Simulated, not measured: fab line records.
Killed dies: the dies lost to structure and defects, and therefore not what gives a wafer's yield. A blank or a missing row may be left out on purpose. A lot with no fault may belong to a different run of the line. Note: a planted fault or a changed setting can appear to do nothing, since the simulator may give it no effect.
fab line records | flow gf180mcu
record lots=7 | wafers=21 | lastDay=34
route steps=602 shown VT_IMPLANT@108
lots untouched by any fault: they come from a run of this same line in which no faults occurred
startH: hours from the record's first day to the start of the lot's first wafer shown | waitH: hours since the lot's step before | " the same as in the row above | L1.1+2: one row covering several wafers at once | - value missing, or start not given | * or withheld: withheld | < > ~ a bound
route shown NAME@n: names a module that has steps shown in the file, with the first one's number in the route | usual: mean/standard deviation of fault-free wafers | same: alike in all rows | chamber/n: place in a boat | sites: per-site readings | _std_site: the standard deviation of these | _edge_site: the outer-site mean with the inner-site mean subtracted | radiusMm: how far each site lies from the wafer's centre | mask NAME#n: copy n | behind: the last tool/chamber to shape the wafer | hold: the reason the lot was held/the length of the hold in hours/how it ended | device: the transistor (n, p or np) that didn't switch | end of line: tests run on the same wafers once the route is complete | a step without rows: its recipe alone | killed: dies lost to structure and defects at the first sort, not the wafer's yield | map: a wafer's dies, x killed, . not, _ none there
set.NAME: the setting the step ran with; set.NAME@STEP: the setting that earlier step ran with | model.NAME: the simulator's own value behind a step, which no gauge read
lots at selected steps of the route; one table per step, one row per wafer
services: from which hour (startH, from the record's first day; less than 0 if before it) a tool's chamber was out of use, for how many hours, and why
## steps
# step GF_VT_IMPLANT_OVL_MEAS_18
# usual VT_IMPLANT_01_OVL=-0.5/1.2
lot.wafer | tool       | chamber | startH | waitH | VT_IMPLANT_01_OVL[nm]
L496.1    | overlay-01 | -       | 132.99 | 0.1   | 0.4
L496.2    | "          | -       | "      | "     | -1.2
L496.6    | "          | -       | "      | "     | -0.3
L501.1    | overlay-02 | -       | 164.84 | 0.1   | -1.3
L501.3    | "          | -       | "      | "     | -1.5
L501.6    | "          | -       | "      | "     | -1.3
L502.1    | overlay-02 | -       | 170.74 | 0.1   | -2.0
L502.2    | "          | -       | "      | "     | -2.6
L502.6    | "          | -       | "      | "     | -2.6
L503.2    | overlay-02 | -       | 177.40 | 0.1   | 0.7
L503.4    | "          | -       | "      | "     | -1.8
L503.6    | "          | -       | "      | "     | 0.7
L506.3    | overlay-01 | -       | 196.08 | 0.1   | -1.0
L506.5    | "          | -       | "      | "     | -0.6
L506.6    | "          | -       | "      | "     | -1.8
L512.1    | overlay-01 | -       | 232.19 | 0.1   | -1.6
L512.2    | "          | -       | "      | "     | -1.9
L512.6    | "          | -       | "      | "     | -0.8
L516.2    | overlay-02 | -       | 258.42 | 0.1   | -1.3
L516.4    | "          | -       | "      | "     | -1.5
L516.6    | "          | -       | "      | "     | -0.4
# step GF_VT_IMPLANT_IMPLANT_19
# recipe species=As | energyKev=100 | doseCm2=4.35e+12 | tiltDeg=7
# step GF_VT_IMPLANT_STRIP_20
# recipe chemistry=O2/N2 | powerW=1400 | pressureMtorr=1500 | platenTempC=250 | o2FlowSccm=3000 | n2FlowSccm=300 | overashFraction=0.5
# usual drypumpMotorCurrentA=5.7/0.37 | heaterPowerW=336/45 | oesProductAu=0.715/0.0049 | platenTempC=250.02/0.19 | stripTimeToEndpointS=12.62/0.034
lot.wafer | tool           | chamber | startH | waitH | drypumpMotorCurrentA | heaterPowerW | oesProductAu | platenTempC | rfHoursCounterH | stripTimeToEndpointS
L496.1    | plasmaAsher-04 | 0       | 133.18 | 0.1   | 6.0                  | 411          | 0.714        | 250.05      | 45              | 12.65
L496.2    | "              | 1       | "      | "     | 5.1                  | 321          | 0.721        | 250.54      | 45              | 12.62
L496.6    | "              | 0       | "      | "     | 6.0                  | 424          | 0.717        | 250.11      | -               | 12.66
L501.1    | plasmaAsher-03 | 0       | 165.03 | 0.1   | 5.6                  | 286          | 0.716        | 249.94      | 5               | 12.62
L501.3    | "              | 1       | "      | "     | 6.2                  | 310          | 0.719        | 249.94      | -               | 12.65
L501.6    | "              | 0       | "      | "     | 5.6                  | 282          | 0.714        | 250.10      | -               | 12.59
L502.1    | plasmaAsher-04 | 0       | 170.93 | 0.1   | 6.0                  | 413          | 0.712        | 249.98      | 49              | 12.63
L502.2    | "              | 1       | "      | "     | 5.1                  | 321          | 0.715        | 250.23      | 49              | 12.58
L502.6    | "              | 0       | "      | "     | 6.0                  | 408          | 0.711        | 249.72      | -               | 12.62
L503.2    | plasmaAsher-01 | 1       | 177.58 | 0.1   | 5.6                  | 360          | 0.716        | 249.91      | 41              | 12.63
L503.4    | "              | 1       | "      | "     | 5.6                  | 359          | 0.709        | 249.96      | -               | 12.64
L503.6    | "              | 1       | "      | "     | 5.6                  | 359          | 0.715        | 250.11      | -               | 12.63
L506.3    | plasmaAsher-04 | 1       | 196.29 | 0.1   | 5.1                  | 317          | 0.721        | 249.95      | -               | 12.55
L506.5    | "              | 0       | "      | "     | 6.0                  | 430          | 0.719        | 249.78      | -               | 12.57
L506.6    | "              | 1       | "      | "     | 5.2                  | 328          | 0.716        | 249.97      | -               | 12.57
L512.1    | plasmaAsher-01 | 0       | 232.37 | 0.1   | 5.3                  | 322          | 0.711        | 250.19      | 47              | 12.56
L512.2    | "              | 1       | "      | "     | 5.7                  | 366          | 0.720        | 249.99      | 47              | 12.60
L512.6    | "              | 0       | "      | "     | 5.3                  | 317          | 0.713        | 250.02      | -               | 12.62
L516.2    | plasmaAsher-04 | 1       | 258.60 | 0.1   | 5.2                  | 329          | 0.715        | 249.82      | 56              | 12.62
L516.4    | "              | 1       | "      | "     | 5.2                  | 325          | 0.717        | 250.03      | -               | 12.60
L516.6    | "              | 0       | "      | "     | 6.1                  | 417          | 0.720        | 249.60      | -               | 12.60
# step GF_VT_IMPLANT_TW_MEAS_21
# usual VT_IMPLANT_2_TW=1220/12
lot.wafer | tool         | chamber | startH | waitH | VT_IMPLANT_2_TW
L496.1    | filmMetro-03 | -       | 133.28 | 0.1   | 1211
L496.2    | "            | -       | "      | "     | 1211
L496.6    | "            | -       | "      | "     | 1214
L501.1    | filmMetro-04 | -       | 165.13 | 0.1   | 1215
L501.3    | "            | -       | "      | "     | 1214
L501.6    | "            | -       | "      | "     | 1213
L502.1    | filmMetro-04 | -       | 171.03 | 0.1   | 1212
L502.2    | "            | -       | "      | "     | 1208
L502.6    | "            | -       | "      | "     | 1210
L503.2    | filmMetro-01 | -       | 177.69 | 0.1   | 1236
L503.4    | "            | -       | "      | "     | 1233
L503.6    | "            | -       | "      | "     | 1234
L506.3    | filmMetro-03 | -       | 196.38 | 0.1   | 1208
L506.5    | "            | -       | "      | "     | 1216
L506.6    | "            | -       | "      | "     | 1218
L512.1    | filmMetro-03 | -       | 232.47 | 0.1   | 1210
L512.2    | "            | -       | "      | "     | 1212
L512.6    | "            | -       | "      | "     | 1206
L516.2    | filmMetro-04 | -       | 258.71 | 0.1   | 1217
L516.4    | "            | -       | "      | "     | 1217
L516.6    | "            | -       | "      | "     | 1214
# step GF_VT_IMPLANT_DEHYDRATE_22
# recipe tempC=200 | timeS=60
# step GF_VT_IMPLANT_HMDS_23
# recipe primeTimeS=60 | primeTempC=120
# step GF_VT_IMPLANT_COAT_24
# recipe resist=NOVOLAK | spinRpm=3000 | resistThkNm=1000
# step GF_VT_IMPLANT_SOFTBAKE_25
# recipe tempC=90 | timeS=60 | resist=NOVOLAK
# step GF_VT_IMPLANT_EXPOSE_26
# recipe maskId=LVPWELL_HV_AREA | targetCdNm=860 | na=0.6 | sourceShape=conventional | sigmaOuter=0.6 | doseMj=140
# step GF_VT_IMPLANT_PEB_27
# recipe tempC=withheld | timeS=* | resist=NOVOLAK
# step GF_VT_IMPLANT_DEVELOP_28
# recipe developTimeS=60 | devTempC=23
# step GF_VT_IMPLANT_OVL_MEAS_29
# usual VT_IMPLANT_02_OVL=0.9/1.4
lot.wafer | tool       | chamber | startH | waitH | VT_IMPLANT_02_OVL[nm]
L496.1    | overlay-02 | -       | 148.37 | 0.1   | 1.2
L496.2    | "          | -       | "      | "     | 1.2
L496.6    | "          | -       | "      | "     | 1.4
L501.1    | overlay-01 | -       | 180.94 | 0.1   | -0.8
L501.3    | "          | -       | "      | "     | 0.6
L501.6    | "          | -       | "      | "     | -0.4
L502.1    | overlay-02 | -       | 187.84 | 0.1   | 0.5
L502.2    | "          | -       | "      | "     | 0.5
L502.6    | "          | -       | "      | "     | 1.9
L503.2    | overlay-02 | -       | 194.28 | 0.1   | -0.7
L503.4    | "          | -       | "      | "     | -1.0
L503.6    | "          | -       | "      | "     | -0.3
L506.3    | overlay-01 | -       | 213.18 | 0.1   | 1.2
L506.5    | "          | -       | "      | "     | -0.1
L506.6    | "          | -       | "      | "     | -0.3
L512.1    | overlay-02 | -       | 250.59 | 0.1   | -0.7
L512.2    | "          | -       | "      | "     | 1.3
L512.6    | "          | -       | "      | "     | 0.1
L516.2    | overlay-01 | -       | 278.05 | 0.1   | 0.3
L516.4    | "          | -       | "      | "     | -0.7
L516.6    | "          | -       | "      | "     | 0.2
# step GF_VT_IMPLANT_IMPLANT_30
# recipe species=B | energyKev=25 | doseCm2=2.534e+12 | tiltDeg=7
# usual beamEnergyKeV=25.001/0.0085 | beamOnS=9.98/0.2 | endStationPressureTorr=5.04e-06/2.7e-07
lot.wafer | tool         | chamber | startH | waitH | beamEnergyKeV | beamOnS | endStationPressureTorr
L496.1    | implanter-02 | 0       | 148.41 | 0.0   | 25.017        | 9.81    | 4.92e-06
L496.2    | "            | 0       | "      | "     | 25.005        | 10.15   | 5.08e-06
L496.6    | "            | 0       | "      | "     | 24.997        | 10.19   | 4.83e-06
L501.1    | implanter-01 | -       | 180.98 | 0.0   | -             | -       | -
L501.3    | "            | -       | "      | "     | -             | -       | -
L501.6    | "            | -       | "      | "     | -             | -       | -
L502.1    | implanter-03 | -       | 187.88 | 0.0   | -             | -       | -
L502.2    | "            | -       | "      | "     | -             | -       | -
L502.6    | "            | -       | "      | "     | -             | -       | -
L503.2    | implanter-03 | -       | 194.33 | 0.0   | -             | -       | -
L503.4    | "            | -       | "      | "     | -             | -       | -
L503.6    | "            | -       | "      | "     | -             | -       | -
L506.3    | implanter-03 | 0       | 213.25 | 0.1   | 25.011        | 9.85    | 4.83e-06
L506.5    | "            | 0       | "      | "     | 25.000        | 10.08   | 4.97e-06
L506.6    | "            | 0       | "      | "     | 24.996        | 9.45    | 5.08e-06
L512.1    | implanter-01 | 0       | 250.63 | 0.0   | 24.997        | 9.91    | 4.9e-06
L512.2    | "            | 0       | "      | "     | 24.996        | 10.01   | 5.14e-06
L512.6    | "            | 0       | "      | "     | 25.004        | 10.09   | 5.34e-06
L516.2    | implanter-01 | 0       | 278.10 | 0.0   | 25.007        | 9.65    | 5.13e-06
L516.4    | "            | 0       | "      | "     | 24.994        | 10.37   | 5.44e-06
L516.6    | "            | 0       | "      | "     | 25.003        | 9.64    | 4.94e-06
# step GF_VT_IMPLANT_STRIP_31
# recipe chemistry=O2/N2 | powerW=1400 | pressureMtorr=1500 | platenTempC=250 | o2FlowSccm=3000 | n2FlowSccm=300 | overashFraction=0.5
# usual drypumpMotorCurrentA=5.6/0.35 | heaterPowerW=339/43 | oesProductAu=0.716/0.0043 | platenTempC=250.02/0.2 | stripTimeToEndpointS=12.62/0.031
lot.wafer | tool           | chamber | startH | waitH | drypumpMotorCurrentA | heaterPowerW | oesProductAu | platenTempC | rfHoursCounterH | stripTimeToEndpointS
L496.1    | plasmaAsher-04 | 0       | 148.56 | 0.1   | 6.0                  | 421          | 0.708        | 249.91      | 47              | 12.62
L496.2    | "              | 1       | "      | "     | 5.1                  | 332          | 0.713        | 249.90      | 47              | 12.59
L496.6    | "              | 0       | "      | "     | 6.0                  | 422          | 0.717        | 250.34      | -               | 12.62
L501.1    | plasmaAsher-01 | 1       | 181.13 | 0.1   | 5.6                  | 361          | 0.715        | 250.10      | 42              | 12.61
L501.3    | "              | 0       | "      | "     | 5.3                  | 318          | 0.714        | 250.02      | -               | 12.62
L501.6    | "              | 1       | "      | "     | 5.6                  | 364          | 0.717        | 250.01      | -               | 12.58
L502.1    | plasmaAsher-03 | 0       | 188.03 | 0.1   | 5.6                  | 291          | 0.717        | 250.23      | 8               | 12.64
L502.2    | "              | 1       | "      | "     | 6.2                  | 298          | 0.717        | 250.01      | 8               | 12.60
L502.6    | "              | 0       | "      | "     | 5.6                  | 288          | 0.719        | 249.92      | -               | 12.60
L503.2    | plasmaAsher-04 | 0       | 194.46 | 0.1   | 6.0                  | 428          | 0.720        | 250.33      | 51              | 12.64
L503.4    | "              | 0       | "      | "     | 6.0                  | 423          | 0.716        | 250.16      | -               | 12.65
L503.6    | "              | 0       | "      | "     | 6.0                  | 419          | 0.714        | 250.44      | -               | 12.67
L506.3    | plasmaAsher-03 | 1       | 213.39 | 0.1   | 6.2                  | 309          | 0.712        | 249.78      | -               | 12.62
L506.5    | "              | 0       | "      | "     | 5.6                  | 290          | 0.711        | 250.19      | -               | 12.64
L506.6    | "              | 1       | "      | "     | 6.2                  | 302          | 0.712        | 249.64      | -               | 12.63
L512.1    | plasmaAsher-03 | 1       | 250.78 | 0.1   | 6.2                  | 306          | 0.709        | 250.11      | 16              | 12.65
L512.2    | "              | 0       | "      | "     | 5.6                  | 288          | 0.715        | 250.00      | 16              | 12.62
L512.6    | "              | 0       | "      | "     | 5.6                  | 287          | 0.721        | 249.97      | -               | 12.58
L516.2    | plasmaAsher-01 | 0       | 278.23 | 0.1   | 5.3                  | 311          | 0.711        | 250.38      | 53              | 12.60
L516.4    | "              | 0       | "      | "     | 5.3                  | 306          | 0.713        | 250.09      | -               | 12.62
L516.6    | "              | 1       | "      | "     | 5.7                  | 352          | 0.716        | 249.90      | -               | 12.61
# step GF_VT_IMPLANT_TW_MEAS_32
# usual VT_IMPLANT_3_TW=271/3.1
lot.wafer | tool         | chamber | startH | waitH | VT_IMPLANT_3_TW
L496.1    | filmMetro-01 | -       | 148.66 | 0.1   | 274
L496.2    | "            | -       | "      | "     | 272
L496.6    | "            | -       | "      | "     | 272
L501.1    | filmMetro-03 | -       | 181.23 | 0.1   | 30
L501.3    | "            | -       | "      | "     | 30
L501.6    | "            | -       | "      | "     | 30
L502.1    | filmMetro-01 | -       | 188.13 | 0.1   | 31
L502.2    | "            | -       | "      | "     | 30
L502.6    | "            | -       | "      | "     | 30
L503.2    | filmMetro-04 | -       | 194.57 | 0.1   | 30
L503.4    | "            | -       | "      | "     | 30
L503.6    | "            | -       | "      | "     | 30
L506.3    | filmMetro-03 | -       | 213.47 | 0.1   | 270
L506.5    | "            | -       | "      | "     | 270
L506.6    | "            | -       | "      | "     | 270
L512.1    | filmMetro-01 | -       | 250.88 | 0.1   | 274
L512.2    | "            | -       | "      | "     | 274
L512.6    | "            | -       | "      | "     | 275
L516.2    | filmMetro-03 | -       | 278.34 | 0.1   | 268
L516.4    | "            | -       | "      | "     | 267
L516.6    | "            | -       | "      | "     | 267
# step GF_VT_IMPLANT_DEHYDRATE_33
# recipe tempC=200 | timeS=60
## services
tool           | chamber | startH | hours | kind
plasmaAsher-04 | -       | 109.57 | 0.9   | repair
plasmaAsher-03 | 0       | 117.75 | -     | clean
plasmaAsher-03 | 1       | 117.75 | -     | clean
implanter-01   | -       | 122.55 | 2.0   | repair
implanter-01   | -       | 129.94 | 1.7   | repair
implanter-03   | -       | 147.35 | 3.3   | pm
plasmaAsher-04 | -       | 152.61 | 0.5   | repair
plasmaAsher-04 | -       | 171.16 | 2.8   | pm
implanter-01   | -       | 185.18 | 41.7  | pm
implanter-02   | -       | 212.87 | 2.7   | pm
plasmaAsher-04 | -       | 237.86 | 19.5  | pm
plasmaAsher-01 | -       | 252.58 | 7.6   | repair
## key
firstSign step=GF_VT_IMPLANT_IMPLANT_30 | reading=toolRecord | direction=missing
effect step=GF_VT_IMPLANT_TW_MEAS_32 | reading=VT_IMPLANT_3_TW | direction=down | sigmas=77 | usual=271 | struck=30
metAt GF_VT_IMPLANT_IMPLANT_30
struckWafers L501.1,L501.3,L501.6,L502.1,L502.2,L502.6,L503.2,L503.4,L503.6
laterRowsLeftOut L501.1,L501.3,L501.6,L502.1,L502.2,L502.6,L503.2,L503.4,L503.6
sortLeftOut L501.1,L501.3,L501.6,L502.1,L502.2,L502.6,L503.2,L503.4,L503.6
testerLeftOut L501,L502,L503
fault kind=skippedStepWhole | tool=implanter-01,implanter-03 | chamber=- | onsetH=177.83 | steps=GF_VT_IMPLANT_IMPLANT_30 | scope=struckLotsOnly
# testerLeftOut: of these lots the tester's yield and bins aren't shown, on N5 and GAA mostly nor the transistor test; their killed dies are dies lost to structure and defects alone, not to doping, threshold or leakage, so they don't give the yield
# sortLeftOut: the simulated sort isn't trusted on such a fault, so these wafers' sort isn't shown, and their yield isn't known
# laterRowsLeftOut: the simulator's readings of these wafers behind a module that went badly wrong aren't trusted and aren't shown, but for the sort
